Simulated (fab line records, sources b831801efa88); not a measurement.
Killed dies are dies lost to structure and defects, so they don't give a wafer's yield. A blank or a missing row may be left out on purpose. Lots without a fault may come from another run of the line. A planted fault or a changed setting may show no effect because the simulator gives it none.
fab line records | flow sfq_line | part 1 of 2: steps 1 to 28 of 40
record lots=5 wafers=15 last_day=85
route steps=325 shown R5@220 I5@228 C5@240 M6@251
lots that met no fault: from a run of the same line without faults
start_h: hours from the record's first day to the start of the lot's first wafer shown | wait_h: hours since the lot's step before | " the same as in the row above | L1.1+2: a row that stands for several wafers | - no value, or no start given | * or withheld: withheld | < > ~ a bound
route shown NAME@n: a module of which the file shows steps, and the number in the route of the first | usual: mean/standard deviation of fault-free wafers | same: alike in all rows | chamber/n: place in a boat | sites: the reading at each site | _std_site: their standard deviation | _edge_site: outer sites' mean less inner sites' | radius_mm: how far each site lies from the wafer's centre | mask NAME#n: copy n | behind: the tool/chamber that last shaped the wafer | hold: why the lot was held/for how many hours/how that ended | device: the transistor (n, p or np) that didn't switch | end of line: the same wafers' tests at the end of the route | a step without rows: its recipe alone | killed: dies lost to structure and defects at the first sort, not the wafer's yield | map: a wafer's dies, x killed, . not, _ none there
set.NAME: the setting as run; set.NAME@STEP: as run at that earlier step | model.NAME: the simulator's own value behind a step, which no gauge read
lots at some steps of the route; a table a step, a row a wafer
services: from which hour (start_h, from the record's first day; less than 0 if before it) a tool's chamber was out of use, for how many hours, and why
## steps
# step SFQ_TRILAYER_R5_LITHO_EXPOSE_137
# recipe mask_id=R5 na=0.6 source_shape=conventional sigma_outer=0.65 target_cd_nm=500 dose_mj=14.4
# usual reticle_temp_C=23.01/0.11
# columns lot.wafer tool chamber start_h wait_h mask reticle_temp_C
L076.1 krf_scanner-01 0 1557.22 - R5#0 23.10
L076.2 " 0 " " R5#0 23.05
L076.4 " 0 " " R5#0 22.92
L078.4 krf_scanner-01 0 1562.62 - R5#0 23.26
L078.5 " 0 " " R5#0 23.11
L078.6 " 0 " " R5#0 23.04
L079.1 krf_scanner-01 0 1571.36 - R5#0 22.91
L079.4 " 0 " " R5#0 22.91
L079.6 " 0 " " R5#0 22.90
L081.3 krf_scanner-01 0 1574.16 - R5#0 22.86
L081.4 " 0 " " R5#0 22.89
L081.5 " 0 " " R5#0 22.91
L087.4 krf_scanner-01 0 1581.56 - R5#0 23.16
L087.5 " 0 " " R5#0 23.17
L087.6 " 0 " " R5#0 22.89
# step SFQ_TRILAYER_R5_LITHO_PEB_139
# recipe peb_temp_c=115 peb_time_s=60 resist=KrF
# columns lot.wafer tool chamber start_h wait_h
L076.1+2+4 litho_track-03 0 1558.42 1.0
L078.4+5+6 litho_track-02 0 1563.29 0.5
L079.1+4+6 litho_track-02 0 1572.56 1.0
L081.3+4+5 litho_track-03 0 1575.01 0.7
L087.4+5+6 litho_track-02 0 1582.24 0.5
# step SFQ_TRILAYER_R5_LITHO_DEVELOP_138
# recipe time_s=60 resist=KrF
# columns lot.wafer tool chamber start_h wait_h
L076.1+2+4 litho_track-03 0 1558.57 0.1
L078.4+5+6 litho_track-02 0 1563.44 0.1
L079.1+4+6 litho_track-02 0 1572.71 0.1
L081.3+4+5 litho_track-03 0 1575.16 0.1
L087.4+5+6 litho_track-02 0 1582.39 0.1
# step SFQ_R5_OVL_MEAS_935
# usual R5_OVL=0/5.2
# columns lot.wafer tool chamber start_h wait_h R5_OVL[nm]
L076.1 overlay-01 - 1558.72 0.1 2
L076.2 " - " " -4
L076.4 " - " " -3
L078.4 overlay-01 - 1563.54 0.1 1
L078.5 " - " " 5
L078.6 " - " " -8
L079.1 overlay-02 - 1572.86 0.1 -4
L079.4 " - " " -7
L079.6 " - " " -4
L081.3 overlay-02 - 1575.27 0.1 -9
L081.4 " - " " -4
L081.5 " - " " -2
L087.4 overlay-01 - 1582.48 0.1 -2
L087.5 " - " " 3
L087.6 " - " " -2
# step SFQ_TRILAYER_R5_BARC_OPEN_METAL_ETCH_177
# recipe mask_material=PR chemistry=O2 target_depth_nm=125 target=BARC icp_w=600 bias_w=80 pressure_mtorr=10 time_s=41.7
# usual drypump_motor_current_A=5.70/0.17 oes_product_au=0.685/0.0043
# columns lot.wafer tool chamber start_h wait_h drypump_motor_current_A oes_product_au rf_hours_counter_h
L076.1 rie_metal-04 0 1558.75 0.0 5.77 0.689 106
L076.2 " 1 " " 5.92 0.693 96
L076.4 " 1 " " 5.92 0.682 -
L078.4 rie_metal-01 0 1563.57 0.0 5.59 0.681 -
L078.5 " 1 " " 5.62 0.677 -
L078.6 " 0 " " 5.59 0.679 -
L079.1 rie_metal-04 1 1572.90 0.0 5.94 0.686 98
L079.4 " 1 " " 5.93 0.683 -
L079.6 " 0 " " 5.78 0.687 -
L081.3 rie_metal-01 0 1575.32 0.0 5.57 0.683 -
L081.4 " 1 " " 5.62 0.686 -
L081.5 " 1 " " 5.59 0.685 -
L087.4 rie_metal-04 1 1582.52 0.0 5.92 0.683 -
L087.5 " 1 " " 5.91 0.684 -
L087.6 " 0 " " 5.81 0.689 -
# step SFQ_TRILAYER_R5_ETCH_METAL_ETCH_139
# recipe stop_on=SiO2 mask_material=PR chemistry=Cl2 target_depth_nm=60 icp_w=600 bias_w=80 pressure_mtorr=10 time_s=40
# usual drypump_motor_current_A=5.70/0.17 oes_product_au=0.990/0.0053
# columns lot.wafer tool chamber start_h wait_h drypump_motor_current_A oes_product_au rf_hours_counter_h
L076.1 rie_metal-04 0 1558.81 0.0 5.78 0.976 106
L076.2 " 1 " " 5.93 0.992 96
L076.4 " 1 " " 5.94 0.984 -
L078.4 rie_metal-01 0 1563.63 0.0 5.58 0.985 -
L078.5 " 1 " " 5.62 0.992 -
L078.6 " 0 " " 5.59 0.991 -
L079.1 rie_metal-04 1 1572.96 0.0 5.92 0.982 98
L079.4 " 1 " " 5.93 0.987 -
L079.6 " 0 " " 5.78 0.993 -
L081.3 rie_metal-01 0 1575.38 0.0 5.59 0.985 -
L081.4 " 1 " " 5.60 0.993 -
L081.5 " 1 " " 5.60 0.995 -
L087.4 rie_metal-04 1 1582.58 0.0 5.92 0.986 -
L087.5 " 1 " " 5.93 0.987 -
L087.6 " 0 " " 5.78 0.990 -
# step SFQ_TRILAYER_R5_STRIP_STRIP_140
# recipe gas=O2 power_w=200 platen_temp_c=40 overash_fraction=0.65 chemistry=O2 pressure_mtorr=50
# usual drypump_motor_current_A=5.70/0.17 oes_product_au=1.000/0.0094
# columns lot.wafer tool chamber start_h wait_h drypump_motor_current_A oes_product_au rf_hours_counter_h
L076.1 rie_metal-04 0 1558.87 0.0 5.77 1.000 107
L076.2 " 1 " " 5.92 0.998 96
L076.4 " 1 " " 5.93 1.009 -
L078.4 rie_metal-01 0 1563.87 0.2 5.58 0.992 -
L078.5 " 1 " " 5.62 1.005 -
L078.6 " 0 " " 5.59 0.995 -
L079.1 rie_metal-04 1 1573.01 0.0 5.94 0.993 98
L079.4 " 1 " " 5.94 0.997 -
L079.6 " 0 " " 5.79 0.983 -
L081.3 rie_metal-01 0 1575.61 0.2 5.59 0.988 -
L081.4 " 1 " " 5.61 1.008 -
L081.5 " 1 " " 5.60 1.002 -
L087.4 rie_metal-04 1 1582.81 0.2 5.94 0.996 -
L087.5 " 1 " " 5.94 1.000 -
L087.6 " 0 " " 5.79 0.996 -
# step SFQ_TRILAYER_R5_STRIP_SOLV_CLEAN_141
# recipe chemistry=NMP temp_c=70 time_s=600
# usual temp_c=70.00/0.13
# columns lot.wafer tool chamber start_h wait_h temp_c
L076.1 wet_bench-02 5 1559.47 0.4 70.02
L076.2 " 7 " " 69.82
L076.4 " 6 " " 70.06
L078.4 wet_bench-02 1 1564.27 0.2 69.81
L078.5 " 3 " " 70.05
L078.6 " 0 " " 69.90
L079.1 wet_bench-02 7 1573.61 0.4 70.08
L079.4 " 2 " " 70.14
L079.6 " 3 " " 70.11
L081.3 wet_bench-01 6 1576.01 0.2 69.99
L081.4 " 1 " " 69.98
L081.5 " 2 " " 69.83
L087.4 wet_bench-02 2 1583.21 0.2 70.07
L087.5 " 4 " " 69.82
L087.6 " 1 " " 69.83
# step SFQ_TRILAYER_A5C_DEP_PECVD_142
# recipe material=SiO2 temp_c=150 time_s=15.556 pressure_torr=2.4 rf_w=183.3 precursor=SiH4/N2O target_thk_nm=70
# usual heater_power_w=83/11 throttle_valve_pct=24.6/1.2
# columns lot.wafer tool chamber start_h wait_h heater_power_w since_wet_clean_h throttle_valve_pct
L076.1 pecvd-01 0 1559.65 0.0 95 612 24.4
L076.2 " 2 " " 76 612 23.7
L076.4 " 2 " " 77 - 23.4
L078.4 pecvd-03 1 1564.46 0.0 83 - 25.9
L078.5 " 0 " " 82 - 24.5
L078.6 " 2 " " 68 - 27.3
L079.1 pecvd-04 2 1573.79 0.0 89 243 24.4
L079.4 " 1 " " 97 - 24.0
L079.6 " 2 " " 88 - 24.5
L081.3 pecvd-01 0 1576.19 0.0 95 629 24.4
L081.4 " 2 " " 72 - 23.9
L081.5 " 0 " " 80 - 24.9
L087.4 pecvd-04 1 1583.40 0.0 105 - 23.9
L087.5 " 2 " " 89 - 24.5
L087.6 " 0 " " 73 - 23.0
# step SFQ_TRILAYER_I5_LITHO_COAT_149
# recipe resist=BARC spin_rpm=3000 resist_thk_nm=62
# columns lot.wafer tool chamber start_h wait_h
L076.1+2+4 litho_track-01 0 1559.67 0.0
L078.4+5+6 litho_track-02 0 1564.62 0.1
L079.1+4+6 litho_track-01 0 1573.81 0.0
L081.3+4+5 litho_track-04 0 1576.31 0.1
L087.4+5+6 litho_track-04 0 1583.56 0.1
# step SFQ_TRILAYER_I5_LITHO_COAT_144
# recipe resist=KrF spin_rpm=3000 resist_thk_nm=650
# columns lot.wafer tool chamber start_h wait_h
L076.1+2+4 litho_track-01 0 1559.97 0.2
L078.4+5+6 litho_track-02 0 1564.92 0.2
L079.1+4+6 litho_track-01 0 1574.11 0.2
L081.3+4+5 litho_track-04 0 1576.61 0.2
L087.4+5+6 litho_track-04 0 1583.86 0.2
# step SFQ_TRILAYER_I5_LITHO_SOFTBAKE_148
# recipe temp_c=withheld time_s=withheld resist=KrF
# columns lot.wafer tool chamber start_h wait_h
L076.1+2+4 litho_track-01 0 1560.27 0.2
L078.4+5+6 litho_track-02 0 1565.15 0.2
L079.1+4+6 litho_track-01 0 1574.41 0.2
L081.3+4+5 litho_track-04 0 1576.86 0.2
L087.4+5+6 litho_track-04 0 1584.09 0.2
# step SFQ_TRILAYER_I5_LITHO_EXPOSE_145
# recipe mask_id=I5 na=0.6 source_shape=conventional sigma_outer=0.65 target_cd_nm=700 dose_mj=21.3
# usual reticle_temp_C=22.97/0.098
# columns lot.wafer tool chamber start_h wait_h mask reticle_temp_C
L076.1 krf_scanner-02 0 1560.42 - I5#0 22.86
L076.2 " 0 " " I5#0 23.02
L076.4 " 0 " " I5#0 22.83
L078.4 krf_scanner-02 0 1565.82 - I5#0 22.99
L078.5 " 0 " " I5#0 23.04
L078.6 " 0 " " I5#0 22.99
L079.1 krf_scanner-01 0 1688.27 - I5#0 23.07
L079.4 " 0 " " I5#0 22.97
L079.6 " 0 " " I5#0 23.00
L081.3 krf_scanner-01 0 1692.27 - I5#0 22.83
L081.4 " 0 " " I5#0 22.89
L081.5 " 0 " " I5#0 22.91
L087.4 krf_scanner-01 0 1703.27 - I5#0 22.84
L087.5 " 0 " " I5#0 22.91
L087.6 " 0 " " I5#0 22.93
# step SFQ_TRILAYER_I5_LITHO_PEB_147
# recipe peb_temp_c=115 peb_time_s=60 resist=KrF
# columns lot.wafer tool chamber start_h wait_h
L076.1+2+4 litho_track-01 0 1561.62 1.0
L078.4+5+6 litho_track-01 0 1566.50 0.5
L079.1+4+6 litho_track-04 0 1689.47 1.0
L081.3+4+5 litho_track-04 0 1693.12 0.7
L087.4+5+6 litho_track-02 0 1703.94 0.5
# step SFQ_TRILAYER_I5_LITHO_DEVELOP_146
# recipe time_s=60 resist=KrF
# columns lot.wafer tool chamber start_h wait_h
L076.1+2+4 litho_track-01 0 1561.77 0.1
L078.4+5+6 litho_track-01 0 1566.65 0.1
L079.1+4+6 litho_track-04 0 1689.62 0.1
L081.3+4+5 litho_track-04 0 1693.27 0.1
L087.4+5+6 litho_track-02 0 1704.09 0.1
# step SFQ_I5_OVL_MEAS_936
# usual I5_OVL=1/4
# columns lot.wafer tool chamber start_h wait_h I5_OVL[nm]
L076.1 overlay-01 - 1561.92 0.1 -3
L076.2 " - " " -1
L076.4 " - " " -5
L078.4 overlay-01 - 1566.74 0.1 -6
L078.5 " - " " -2
L078.6 " - " " -5
L079.1 overlay-01 - 1689.77 0.1 1
L079.4 " - " " 8
L079.6 " - " " 6
L081.3 overlay-01 - 1693.38 0.1 -2
L081.4 " - " " 0
L081.5 " - " " -6
L087.4 overlay-02 - 1704.19 0.1 1
L087.5 " - " " 1
L087.6 " - " " 3
# step SFQ_TRILAYER_I5_BARC_OPEN_VIA_ETCH_200
# recipe mask_material=PR chemistry=O2 target_depth_nm=125 target=BARC source_w=500 bias_w=80 pressure_mtorr=30 time_s=41.7
# usual drypump_motor_current_A=5.8/0.62 oes_product_au=0.686/0.0047
# columns lot.wafer tool chamber start_h wait_h drypump_motor_current_A oes_product_au rf_hours_counter_h
L076.1 rie_diel-02 2 1561.96 0.0 5.4 0.682 18
L076.2 " 0 " " 5.9 0.688 6
L076.4 " 1 " " 5.2 0.689 14
L078.4 rie_diel-03 0 1566.76 0.0 6.3 0.684 20
L078.5 " 2 " " 5.3 0.690 -
L078.6 " 1 " " 6.6 0.682 -
L079.1 rie_diel-02 3 1689.80 0.0 5.7 0.678 9
L079.4 " 3 " " 5.7 0.685 -
L079.6 " 1 " " 5.2 0.674 -
L081.3 rie_diel-03 1 1693.40 0.0 6.6 0.689 10
L081.4 " 2 " " 5.3 0.680 16
L081.5 " 0 " " 6.3 0.679 -
L087.4 rie_diel-02 3 1704.22 0.0 5.7 0.688 -
L087.5 " 1 " " 5.2 0.682 -
L087.6 " 0 " " 5.8 0.689 -
# step SFQ_TRILAYER_I5_ETCH_VIA_ETCH_147
# recipe stop_on=Nb mask_material=PR chemistry=CHF3 target_depth_nm=360 source_w=500 bias_w=80 pressure_mtorr=30 time_s=withheld
# usual drypump_motor_current_A=5.8/0.62 oes_product_au=0.989/0.0069
# columns lot.wafer tool chamber start_h wait_h drypump_motor_current_A oes_product_au
L076.1 rie_diel-02 2 1562.00 0.0 5.4 0.991
L076.2 " 0 " " 5.8 0.982
L076.4 " 1 " " 5.2 0.993
L078.4 rie_diel-03 0 1566.80 0.0 6.3 0.984
L078.5 " 2 " " 5.3 0.984
L078.6 " 1 " " 6.6 0.979
L079.1 rie_diel-02 3 1689.84 0.0 5.7 0.989
L079.4 " 3 " " 5.7 1.003
L079.6 " 1 " " 5.2 0.995
L081.3 rie_diel-03 1 1693.44 0.0 6.6 0.991
L081.4 " 2 " " 5.3 0.992
L081.5 " 0 " " 6.3 0.991
L087.4 rie_diel-02 3 1704.32 0.1 5.7 0.990
L087.5 " 1 " " 5.2 0.990
L087.6 " 0 " " 5.8 0.982
# step SFQ_TRILAYER_I5_STRIP_STRIP_148
# recipe gas=O2 power_w=200 platen_temp_c=40 overash_fraction=0.65 chemistry=O2 pressure_mtorr=50
# usual drypump_motor_current_A=5.7/0.34 oes_product_au=1.000/0.0071
# columns lot.wafer tool chamber start_h wait_h drypump_motor_current_A oes_product_au rf_hours_counter_h
L076.1 rie_metal-03 0 1562.15 - 6.4 0.993 6
L076.2 " 1 " " 6.0 0.997 78
L076.4 " 0 " " 6.4 1.000 -
L078.4 rie_metal-01 1 1567.15 - 5.6 0.990 -
L078.5 " 0 " " 5.6 0.989 -
L078.6 " 1 " " 5.6 1.003 -
L079.1 rie_metal-03 1 1689.99 - 6.0 1.001 89
L079.4 " 0 " " 6.4 0.993 -
L079.6 " 0 " " 6.4 0.989 -
L081.3 rie_metal-03 0 1693.79 - 6.5 0.996 -
L081.4 " 1 " " 6.0 1.005 -
L081.5 " 1 " " 6.0 0.996 -
L087.4 rie_metal-02 1 1704.99 - 5.4 0.994 -
L087.5 " 1 " " 5.4 0.998 -
L087.6 " 1 " " 5.4 1.003 -
# step SFQ_TRILAYER_I5_STRIP_SOLV_CLEAN_149
# recipe chemistry=NMP temp_c=70 time_s=600
# usual temp_c=70.01/0.12
# columns lot.wafer tool chamber start_h wait_h temp_c
L076.1 wet_bench-01 6 1562.75 0.4 70.12
L076.2 " 4 " " 70.02
L076.4 " 3 " " 70.09
L078.4 wet_bench-02 4 1567.55 0.2 70.08
L078.5 " 5 " " 70.22
L078.6 " 6 " " 69.91
L079.1 wet_bench-03 3 1690.59 0.4 70.23
L079.4 " 7 " " 70.03
L079.6 " 0 " " 69.90
L081.3 wet_bench-03 1 1694.19 0.2 70.09
L081.4 " 4 " " 70.03
L081.5 " 5 " " 70.09
L087.4 wet_bench-02 7 1705.59 0.4 70.11
L087.5 " 0 " " 69.95
L087.6 " 5 " " 70.12
# step SFQ_TRILAYER_C5_LITHO_COAT_156
# recipe resist=BARC spin_rpm=3000 resist_thk_nm=62
# columns lot.wafer tool chamber start_h wait_h
L076.1+2+4 litho_track-01 0 1562.92 0.0
L078.4+5+6 litho_track-01 0 1567.87 0.1
L079.1+4+6 litho_track-04 0 1690.77 0.0
L081.3+4+5 litho_track-04 0 1694.67 0.3
L087.4+5+6 litho_track-01 0 1705.92 0.1
# step SFQ_TRILAYER_C5_LITHO_COAT_151
# recipe resist=KrF spin_rpm=3000 resist_thk_nm=650
# columns lot.wafer tool chamber start_h wait_h
L076.1+2+4 litho_track-01 0 1563.22 0.2
L078.4+5+6 litho_track-01 0 1568.17 0.2
L079.1+4+6 litho_track-04 0 1691.07 0.2
L081.3+4+5 litho_track-04 0 1694.97 0.2
L087.4+5+6 litho_track-01 0 1706.22 0.2
# step SFQ_TRILAYER_C5_LITHO_SOFTBAKE_155
# recipe temp_c=withheld time_s=withheld resist=KrF
# columns lot.wafer tool chamber start_h wait_h
L076.1+2+4 litho_track-01 0 1563.52 0.2
L078.4+5+6 litho_track-01 0 1568.40 0.2
L079.1+4+6 litho_track-04 0 1691.37 0.2
L081.3+4+5 litho_track-04 0 1695.22 0.2
L087.4+5+6 litho_track-01 0 1706.44 0.2
# step SFQ_TRILAYER_C5_LITHO_EXPOSE_152
# recipe mask_id=C5 na=0.6 source_shape=conventional sigma_outer=0.65 target_cd_nm=500 dose_mj=21.3
# usual reticle_temp_C=23.00/0.11
# columns lot.wafer tool chamber start_h wait_h mask reticle_temp_C
L076.1 krf_scanner-01 0 1681.07 - C5#0 22.84
L076.2 " 0 " " C5#0 23.04
L076.4 " 0 " " C5#0 23.02
L078.4 krf_scanner-02 0 1684.82 - C5#0 22.88
L078.5 " 0 " " C5#0 23.19
L078.6 " 0 " " C5#0 22.96
L079.1 krf_scanner-02 0 1691.52 - C5#0 23.15
L079.4 " 0 " " C5#0 22.95
L079.6 " 0 " " C5#0 23.23
L081.3 krf_scanner-02 0 1695.72 - C5#0 22.96
L081.4 " 0 " " C5#0 22.98
L081.5 " 0 " " C5#0 23.06
L087.4 krf_scanner-02 0 1707.12 - C5#0 22.79
L087.5 " 0 " " C5#0 22.82
L087.6 " 0 " " C5#0 22.77
# step SFQ_TRILAYER_C5_LITHO_PEB_154
# recipe peb_temp_c=115 peb_time_s=60 resist=KrF
# columns lot.wafer tool chamber start_h wait_h
L076.1+2+4 litho_track-04 0 1682.27 1.0
L078.4+5+6 litho_track-04 0 1685.49 0.5
L079.1+4+6 litho_track-03 0 1692.72 1.0
L081.3+4+5 litho_track-04 0 1696.57 0.7
L087.4+5+6 litho_track-04 0 1707.99 0.7
# step SFQ_TRILAYER_C5_LITHO_DEVELOP_153
# recipe time_s=60 resist=KrF
# columns lot.wafer tool chamber start_h wait_h
L076.1+2+4 litho_track-04 0 1682.42 0.1
L078.4+5+6 litho_track-04 0 1685.64 0.1
L079.1+4+6 litho_track-03 0 1692.87 0.1
L081.3+4+5 litho_track-04 0 1696.72 0.1
L087.4+5+6 litho_track-04 0 1708.14 0.1
# step SFQ_C5_OVL_MEAS_937
# usual C5_OVL=0/5
# columns lot.wafer tool chamber start_h wait_h C5_OVL[nm]
L076.1 overlay-01 - 1682.57 0.1 0
L076.2 " - " " -8
L076.4 " - " " -3
L078.4 overlay-01 - 1685.74 0.1 1
L078.5 " - " " 2
L078.6 " - " " 1
L079.1 overlay-02 - 1693.02 0.1 -3
L079.4 " - " " -4
L079.6 " - " " 1
L081.3 overlay-01 - 1696.83 0.1 9
L081.4 " - " " 7
L081.5 " - " " 6
L087.4 overlay-01 - 1708.23 0.1 5
L087.5 " - " " 3
L087.6 " - " " 3
# step SFQ_TRILAYER_C5_BARC_OPEN_VIA_ETCH_210
# recipe mask_material=PR chemistry=O2 target_depth_nm=125 target=BARC source_w=500 bias_w=80 pressure_mtorr=30 time_s=41.7
# usual drypump_motor_current_A=5.7/0.64 oes_product_au=0.685/0.0048
# columns lot.wafer tool chamber start_h wait_h drypump_motor_current_A oes_product_au rf_hours_counter_h
L076.1 rie_diel-04 2 1682.60 0.0 5.5 0.688 13
L076.2 " 3 " " 6.6 0.678 0
L076.4 " 1 " " 5.3 0.686 18
L078.4 rie_diel-04 1 1685.75 0.0 5.3 0.699 18
L078.5 " 0 " " 5.4 0.680 -
L078.6 " 3 " " 6.6 0.687 -
L079.1 rie_diel-02 0 1693.05 0.0 5.8 0.693 8
L079.4 " 3 " " 5.7 0.684 -
L079.6 " 0 " " 5.8 0.685 -
L081.3 rie_diel-01 1 1696.85 0.0 4.8 0.690 9
L081.4 " 2 " " 6.7 0.685 13
L081.5 " 2 " " 6.7 0.682 -
L087.4 rie_diel-01 1 1708.25 0.0 4.8 0.685 10
L087.5 " 2 " " 6.7 0.697 -
L087.6 " 1 " " 4.8 0.693 -
